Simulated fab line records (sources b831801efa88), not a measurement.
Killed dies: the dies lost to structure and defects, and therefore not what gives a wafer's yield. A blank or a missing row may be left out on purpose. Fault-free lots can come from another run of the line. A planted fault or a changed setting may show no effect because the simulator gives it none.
fab line records	flow sky130
[record] lots = 11	wafers = 33	lastDay = 50
route steps=708 shown FIELD_ISO@5 NWELL@78 VT_ADJUST_HVTP@95 CONTACT@424
lots that met no fault: taken from a fault-free run of the same line
startH: the number of hours between the record's first day and the start of the first shown wafer of the lot	waitH: hours from the lot's prior step to this one	" repeats the value in the row above	L1.1+2: a row that stands for several wafers	- no value present, or no start provided	* or withheld: withheld	< > ~ a bound
route shown NAME@n: NAME is a module with steps in the file, n the number in the route of the first one	usual: mean/standard deviation of fault-free wafers	same: alike in all rows	chamber/n: place in a boat	sites: readings site by site	_std_site: the values' standard deviation	_edge_site: mean of outer sites minus mean of inner sites	radiusMm: how far each site lies from the wafer's centre	mask NAME#n: copy n	behind: the tool/chamber that last shaped the wafer	hold: why the lot was held/for how many hours/how that ended	device: the n, p or np transistor that did not switch	end of line: tests run on the same wafers once the route is complete	a step given without rows: its recipe and nothing more	killed: at the first sort, the dies lost to defects and structure; wafer yield is something else	map: a wafer's dies, marking killed ones x, the rest . and places with no die _
set.NAME: the setting as run; set.NAME@STEP: as run at that earlier step	model.NAME: the simulator's own value behind a step, which no gauge read
one table for each step of the route and one row for each wafer, over a sample of lots
services: from which hour (startH, from the record's first day; less than 0 if before it) a tool's chamber was out of use, for how many hours, and why
[[steps]]
[step SKY_FIELD_ISO_THK_MEAS_04]
[recipe] reads = Si3N4_of_FIELD_ISO_CVD_03
[usual] FIELD_ISO_CVD_03_THK = 165.2/1.5
lot.wafer	tool	chamber	startH	waitH	FIELD_ISO_CVD_03_THK[nm]
L190.1	filmMetro-03	-	19.14	0.0	166.8
L190.5	"	-	"	"	166.5
L190.6	"	-	"	"	164.8
L192.4	filmMetro-04	-	30.39	0.0	163.6
L192.5	"	-	"	"	165.7
L192.6	"	-	"	"	165.6
L196.3	filmMetro-01	-	49.60	0.0	164.1
L196.4	"	-	"	"	163.5
L196.5	"	-	"	"	162.9
L202.3	filmMetro-01	-	78.50	0.0	166.4
L202.5	"	-	"	"	166.1
L202.6	"	-	"	"	166.0
L203.1	filmMetro-01	-	83.48	0.0	166.6
L203.2	"	-	"	"	167.0
L203.3	"	-	"	"	166.3
L205.2	filmMetro-04	-	93.49	0.0	165.8
L205.3	"	-	"	"	165.7
L205.4	"	-	"	"	164.7
L207.1	filmMetro-01	-	103.74	0.0	164.8
L207.3	"	-	"	"	163.9
L207.6	"	-	"	"	165.1
L208.1	filmMetro-03	-	110.21	0.0	165.3
L208.2	"	-	"	"	165.9
L208.3	"	-	"	"	166.4
L209.4	filmMetro-04	-	113.90	0.0	165.8
L209.5	"	-	"	"	167.2
L209.6	"	-	"	"	167.7
L211.2	filmMetro-01	-	123.49	0.0	165.3
L211.4	"	-	"	"	165.2
L211.5	"	-	"	"	165.1
L212.2	filmMetro-01	-	129.71	0.0	166.3
L212.4	"	-	"	"	166.4
L212.6	"	-	"	"	167.3
[step SKY_NWELL_STRIP_25]
[recipe] chemistry = O2/N2	powerW = 1400	pressureMtorr = 1500	platenTempC = withheld	o2FlowSccm = 3000	n2FlowSccm = 300	overashFraction = 0.5
[usual] chamberPressureMTorr = 1500.0/1.3	drypumpMotorCurrentA = 5.6/0.36	oesProductAu = 0.722/0.0048	stripTimeToEndpointS = 36.92/0.086
lot.wafer	tool	chamber	startH	waitH	chamberPressureMTorr	drypumpMotorCurrentA	oesProductAu	rfHoursCounterH	stripTimeToEndpointS
L190.1	plasmaAsher-01	1	108.27	0.1	1502.2	5.5	0.719	42	36.84
L190.5	"	0	"	"	1497.9	5.4	0.722	-	36.85
L190.6	"	1	"	"	1500.1	5.5	0.719	-	36.86
L192.4	plasmaAsher-04	1	122.86	0.1	1500.2	6.3	0.726	-	36.95
L192.5	"	0	"	"	1498.4	5.6	0.719	-	37.04
L192.6	"	1	"	"	1500.5	6.3	0.725	-	37.02
L196.3	plasmaAsher-03	1	144.55	0.1	1501.1	5.2	0.720	-	36.96
L196.4	"	0	"	"	1501.6	5.7	0.716	-	36.86
L196.5	"	0	"	"	1498.5	5.7	0.719	-	36.83
L202.3	plasmaAsher-01	0	184.26	0.1	-	-	-	-	-
L202.5	"	1	"	"	-	-	-	-	-
L202.6	"	0	"	"	-	-	-	-	-
L203.1	plasmaAsher-03	0	185.38	0.1	-	-	-	-	-
L203.2	"	1	"	"	-	-	-	-	-
L203.3	"	0	"	"	-	-	-	-	-
L205.2	plasmaAsher-04	0	198.83	0.1	1500.2	5.6	0.725	39	36.81
L205.3	"	0	"	"	1501.3	5.6	0.712	-	36.77
L205.4	"	1	"	"	1501.6	6.3	0.716	-	36.82
L207.1	plasmaAsher-03	0	209.03	0.1	1499.0	5.7	0.721	52	36.93
L207.3	"	1	"	"	1500.1	5.3	0.726	-	36.79
L207.6	"	1	"	"	1500.2	5.3	0.727	-	36.65
L208.1	plasmaAsher-03	1	217.77	0.1	1498.6	5.3	0.710	53	37.07
L208.2	"	0	"	"	1500.8	5.7	0.736	53	36.87
L208.3	"	0	"	"	1500.2	5.7	0.724	-	36.99
L209.4	plasmaAsher-01	1	226.20	0.1	1501.4	5.5	0.716	-	36.93
L209.5	"	0	"	"	1499.8	5.4	0.720	-	36.91
L209.6	"	1	"	"	1499.4	5.5	0.724	-	37.01
L211.2	plasmaAsher-01	1	235.28	0.1	1500.2	5.5	0.723	54	36.95
L211.4	"	0	"	"	1499.8	5.4	0.729	-	36.83
L211.5	"	1	"	"	1499.4	5.5	0.726	-	36.89
L212.2	plasmaAsher-01	0	241.22	0.1	1502.9	5.3	0.725	55	37.00
L212.4	"	1	"	"	1500.1	5.5	0.716	-	37.00
L212.6	"	0	"	"	1499.3	5.3	0.726	-	36.98
[step SKY_VT_ADJUST_HVTP_STRIP_10]
[recipe] chemistry = O2/N2	powerW = 1400	pressureMtorr = 1500	platenTempC = withheld	o2FlowSccm = 3000	n2FlowSccm = 300	overashFraction = 0.5
[usual] chamberPressureMTorr = 1500.0/1.4	drypumpMotorCurrentA = 5.5/0.33	oesProductAu = 0.716/0.0045	stripTimeToEndpointS = 14.17/0.04
lot.wafer	tool	chamber	startH	waitH	chamberPressureMTorr	drypumpMotorCurrentA	oesProductAu	rfHoursCounterH	stripTimeToEndpointS
L190.1	plasmaAsher-03	1	127.25	0.1	1500.6	5.2	0.710	43	14.21
L190.5	"	0	"	"	1500.4	5.7	0.713	-	14.27
L190.6	"	1	"	"	1500.3	5.2	0.712	-	14.21
L192.4	plasmaAsher-02	0	142.33	0.1	1499.9	5.3	0.722	-	14.13
L192.5	"	1	"	"	1500.4	6.2	0.723	-	14.11
L192.6	"	0	"	"	1498.3	5.3	0.715	-	14.13
L196.3	plasmaAsher-03	1	164.83	0.1	1502.6	5.3	0.710	-	14.18
L196.4	"	0	"	"	1499.7	5.7	0.712	-	14.15
L196.5	"	0	"	"	1499.1	5.7	0.724	-	14.18
L202.3	plasmaAsher-03	0	206.33	0.1	1500.6	5.7	0.729	-	59.01
L202.5	"	1	"	"	1502.5	5.3	0.728	-	58.89
L202.6	"	0	"	"	1498.8	5.7	0.727	-	58.84
L203.1	plasmaAsher-01	0	207.40	0.1	1500.9	5.4	0.723	52	58.70
L203.2	"	1	"	"	1498.7	5.5	0.721	52	58.68
L203.3	"	0	"	"	1500.2	5.4	0.721	-	58.59
L205.2	plasmaAsher-03	0	221.77	0.1	1500.4	5.7	0.717	53	14.20
L205.3	"	0	"	"	1503.4	5.7	0.718	-	14.23
L205.4	"	1	"	"	1501.5	5.2	0.715	-	14.23
L207.1	plasmaAsher-02	0	232.00	0.1	1503.3	5.2	0.715	11	14.15
L207.3	"	1	"	"	1498.9	6.2	0.717	-	14.18
L207.6	"	0	"	"	1501.3	5.2	0.713	-	14.15
L208.1	plasmaAsher-01	1	240.95	0.1	1500.1	5.5	0.713	55	14.13
L208.2	"	0	"	"	1500.1	5.3	0.718	55	14.20
L208.3	"	1	"	"	1498.4	5.5	0.715	-	14.18
L209.4	plasmaAsher-03	0	249.13	0.1	1499.5	5.7	0.716	-	14.14
L209.5	"	1	"	"	1498.0	5.3	0.723	-	14.15
L209.6	"	0	"	"	1502.9	5.7	0.720	-	14.11
L211.2	plasmaAsher-02	0	259.60	0.1	1499.1	5.2	0.712	13	14.18
L211.4	"	1	"	"	1500.6	6.1	0.716	-	14.21
L211.5	"	0	"	"	1500.0	5.3	0.715	-	14.16
L212.2	plasmaAsher-01	0	265.00	0.1	1500.1	5.3	0.719	57	14.16
L212.4	"	1	"	"	1499.5	5.5	0.727	-	14.16
L212.6	"	1	"	"	1500.7	5.5	0.716	-	14.19
[step SKY_VT_ADJUST_HVTP_TW_MEAS_11]
[usual] VT_ADJUST_HVTP_TW = 1359/8.9
lot.wafer	tool	chamber	startH	waitH	hold	VT_ADJUST_HVTP_TW
L190.1	filmMetro-03	-	127.35	0.1	-	1362
L190.5	"	-	"	"	-	1359
L190.6	"	-	"	"	-	1358
L192.4	filmMetro-03	-	142.43	0.1	-	1356
L192.5	"	-	"	"	-	1357
L192.6	"	-	"	"	-	1364
L196.3	filmMetro-01	-	164.92	0.1	-	1341
L196.4	"	-	"	"	-	1349
L196.5	"	-	"	"	-	1342
L202.3	filmMetro-03	-	206.42	0.1	awaitDispo/0.2h/release	30
L202.5	"	-	"	"	awaitDispo/0.2h/release	30
L202.6	"	-	"	"	awaitDispo/0.2h/release	30
L202.3	filmMetro-03	-	206.64	0.2	-	30
L202.5	"	-	"	"	-	30
L202.6	"	-	"	"	-	30
L203.1	filmMetro-01	-	207.50	0.1	awaitDispo/0.2h/release	30
L203.2	"	-	"	"	awaitDispo/0.2h/release	30
L203.3	"	-	"	"	awaitDispo/0.2h/release	30
L203.1	filmMetro-01	-	207.73	0.2	-	30
L203.2	"	-	"	"	-	30
L203.3	"	-	"	"	-	30
L205.2	filmMetro-01	-	221.88	0.1	-	1356
L205.3	"	-	"	"	-	1358
L205.4	"	-	"	"	-	1357
L207.1	filmMetro-03	-	232.10	0.1	-	1362
L207.3	"	-	"	"	-	1366
L207.6	"	-	"	"	-	1362
L208.1	filmMetro-03	-	241.05	0.1	-	1356
L208.2	"	-	"	"	-	1350
L208.3	"	-	"	"	-	1358
L209.4	filmMetro-03	-	249.27	0.1	-	1360
L209.5	"	-	"	"	-	1356
L209.6	"	-	"	"	-	1368
L211.2	filmMetro-02	-	259.71	0.1	-	1358
L211.4	"	-	"	"	-	1366
L211.5	"	-	"	"	-	1359
L212.2	filmMetro-02	-	265.11	0.1	-	1367
L212.4	"	-	"	"	-	1366
L212.6	"	-	"	"	-	1370
[step SKY_CONTACT_ETCH_18]
[recipe] target = Si3N4	chemistry = CHF3/O2	stopOn = TiN	sourceW = 588.5	biasW = 200	pressureMtorr = 40	chf3FlowSccm = 50	O2_flow_sccm = 5	timeS = 39	targetDepthA = 750
[usual] O2_flow_sccm = 4.998/0.015	drypumpMotorCurrentA = 5.9/0.39	oesProductAu = 0.852/0.0073	throttleValvePct = 8.793/0.0096
lot.wafer	tool	chamber	startH	waitH	O2_flow_sccm	drypumpMotorCurrentA	oesProductAu	rfHoursCounterH	throttleValvePct
L190.1	rieDiel-03	3	-	-	5.010	6.0	0.845	21	8.777
L190.5	"	1	"	"	5.010	6.0	0.858	-	8.787
L190.6	"	3	"	"	4.986	6.0	0.857	-	8.800
L192.4	rieDiel-02	3	-	-	5.013	5.5	0.852	24	8.800
L192.5	"	1	"	"	4.992	5.2	0.856	-	8.791
L192.6	"	0	"	"	5.006	5.2	0.856	-	8.789
L196.3	rieDiel-03	1	-	-	5.002	6.0	0.860	12	8.809
L196.4	"	0	"	"	4.999	6.3	0.862	1	8.767
L196.5	"	3	"	"	4.977	5.9	0.855	-	8.781
L205.2	rieDiel-04	1	-	-	5.042	6.3	0.846	16	8.799
L205.3	"	0	"	"	5.007	5.9	0.855	8	8.778
L205.4	"	3	"	"	5.004	6.3	0.853	22	8.800
L207.1	rieDiel-03	2	-	-	5.004	5.7	0.850	14	8.792
L207.3	"	3	"	"	4.993	6.0	0.851	24	8.787
L207.6	"	0	"	"	5.003	6.3	0.853	-	8.792
L208.1	rieDiel-04	0	-	-	4.982	5.9	0.855	8	8.780
L208.2	"	2	"	"	4.993	6.4	0.852	17	8.812
L208.3	"	3	"	"	4.993	6.3	0.842	22	8.785
L209.4	rieDiel-04	2	-	-	5.019	6.4	0.851	18	8.799
L209.5	"	0	"	"	5.009	5.9	0.856	-	8.810
L209.6	"	3	"	"	4.985	6.3	0.862	-	8.794
L212.2	rieDiel-02	1	-	-	4.991	5.2	0.849	17	8.795
L212.4	"	0	"	"	4.992	5.2	0.853	3	8.797
L212.6	"	2	"	"	4.989	6.1	0.858	-	8.806
L211.2	rieDiel-04	3	-	-	4.981	6.3	0.844	23	8.792
L211.4	"	2	"	"	5.007	6.4	0.852	18	8.805
L211.5	"	1	"	"	5.022	6.3	0.855	-	8.785
[step SKY_CONTACT_THK_MEAS_26]
[recipe] thkMeasGauge = xrf	reads = W_of_CONTACT_CVD_24
[usual] CONTACT_W_THK = 351/4.6
lot.wafer	tool	chamber	startH	waitH	CONTACT_W_THK[nm]
L190.1	filmMetro-01	-	743.27	0.1	357
L190.5	"	-	"	"	355
L190.6	"	-	"	"	355
L192.4	filmMetro-04	-	760.61	0.1	352
L192.5	"	-	"	"	353
L192.6	"	-	"	"	351
L196.3	filmMetro-03	-	787.10	0.1	341
L196.4	"	-	"	"	345
L196.5	"	-	"	"	341
L205.2	filmMetro-01	-	863.69	0.1	346
L205.3	"	-	"	"	350
L205.4	"	-	"	"	349
L207.1	filmMetro-01	-	873.32	0.1	357
L207.3	"	-	"	"	352
L207.6	"	-	"	"	357
L208.1	filmMetro-04	-	877.84	0.1	355
L208.2	"	-	"	"	345
L208.3	"	-	"	"	352
L209.4	filmMetro-04	-	890.34	0.1	354
L209.5	"	-	"	"	351
L209.6	"	-	"	"	354
L212.2	filmMetro-04	-	902.82	0.1	351
L212.4	"	-	"	"	348
L212.6	"	-	"	"	349
L211.2	filmMetro-04	-	909.72	0.1	349
L211.4	"	-	"	"	342
L211.5	"	-	"	"	353
[[services]]
tool	chamber	startH	hours	kind
rieDiel-04	-	95.62	7.6	repair
rieDiel-04	3	143.90	1.6	repair
plasmaAsher-01	-	153.29	2.8	pm
rieDiel-04	-	168.60	2.8	repair
plasmaAsher-03	-	258.69	12.5	repair
rieDiel-04	-	318.58	1.4	repair
rieDiel-04	2	339.70	2.9	repair
rieDiel-04	1	345.76	7.5	repair
rieDiel-04	0	360.78	8.8	repair
rieDiel-04	2	363.79	4.4	repair
rieDiel-04	2	391.57	5.6	repair
plasmaAsher-01	-	421.25	9.0	pm
plasmaAsher-03	-	475.07	0.9	repair
rieDiel-04	0	509.86	15.1	repair
rieDiel-04	1	541.87	9.1	repair
plasmaAsher-01	-	662.06	0.8	repair
plasmaAsher-03	-	726.33	2.0	repair
plasmaAsher-01	-	728.85	14.0	repair
plasmaAsher-03	-	733.75	9.0	pm
plasmaAsher-03	-	765.52	0.5	repair
plasmaAsher-01	-	802.48	11.0	repair
plasmaAsher-01	-	814.02	1.2	repair
plasmaAsher-03	-	857.49	4.1	repair
plasmaAsher-03	-	904.30	2.8	pm
[[key]]
[firstSign] step = SKY_NWELL_STRIP_25	reading = toolRecord	direction = missing
[effect] step = SKY_VT_ADJUST_HVTP_STRIP_10	reading = stripTimeToEndpointS	direction = up	sigmas = 99+	usual = *	struck = *
[effect] step = SKY_VT_ADJUST_HVTP_TW_MEAS_11	reading = visit	direction = added
[effect] step = SKY_VT_ADJUST_HVTP_TW_MEAS_11	reading = VT_ADJUST_HVTP_TW	direction = down	sigmas = 99+	usual = 1359	struck = 30
metAt SKY_NWELL_STRIP_25
struckLots L202,L203
scrappedBehind SKY_VT_ADJUST_HVTP_TW_MEAS_11 L202.3,L202.5,L202.6,L203.1,L203.2,L203.3
notActingAt SKY_FIELD_ISO_THK_MEAS_04,SKY_CONTACT_ETCH_18,SKY_CONTACT_THK_MEAS_26
onsetBetween 144.55 184.26
[fault] kind = skippedStepWhole	tool = plasmaAsher-01,plasmaAsher-03	chamber = -	onsetH = 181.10	steps = SKY_NWELL_STRIP_25	scope = struckLotsOnly
